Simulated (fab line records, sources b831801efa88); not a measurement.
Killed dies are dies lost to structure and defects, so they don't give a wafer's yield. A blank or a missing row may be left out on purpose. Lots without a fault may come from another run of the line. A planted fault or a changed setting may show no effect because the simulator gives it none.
One fault seen from 2 desks | flow gf180mcu | each desk has only its own numbers; what lay behind them comes last

THE TOOL OWNER'S DESK: litho_track-01
The tool's own readings at GF_HV_LDD_DEVELOP_45 (develop time 60 s): means of the sampled wafers that have a number, for each lot that ran on this tool. A lot is out of limits, marked OUT, if its mean lies more than 4 standard deviations from the usual mean; the brackets give that distance.
Columns: A = developer_temp_C at GF_HV_LDD_DEVELOP_45, usual 23.00 C
lot  | first seen here | A
L611 | day 17 11:03    | 23.07
L612 | day 18 02:28    | 23.12
This desk's finding: nothing out of limits on any of the 2 lots.

THE METROLOGY DESK
What the gauges read, lot by lot, whatever tool the lot ran on: means of the sampled wafers that have a number. A lot is out of limits, marked OUT, if its mean lies more than 4 standard deviations from the usual mean; the brackets give that distance.
Columns: A = V5_W_THK at GF_V5_THK_MEAS_25, usual 348 nm
lot  | first seen here | A
L596 | day 27 02:19    | 352
L597 | day 27 08:47    | 345
L598 | day 27 20:47    | 341
L599 | day 28 03:28    | 351
L600 | day 28 14:39    | 346
L601 | day 28 22:05    | 348
L603 | day 29 16:13    | 353
L613 | day 32 06:10    | 345
L614 | day 32 11:26    | 341
L615 | day 32 18:59    | 344
L618 | day 33 11:51    | 350
L619 | day 33 14:10    | 351
This desk's finding: nothing out of limits on any of the 12 lots.

PUT TOGETHER
The tool owner's desk saw nothing out of limits.
The metrology desk saw nothing out of limits.

WHAT THE SIMULATOR HAD PUT IN
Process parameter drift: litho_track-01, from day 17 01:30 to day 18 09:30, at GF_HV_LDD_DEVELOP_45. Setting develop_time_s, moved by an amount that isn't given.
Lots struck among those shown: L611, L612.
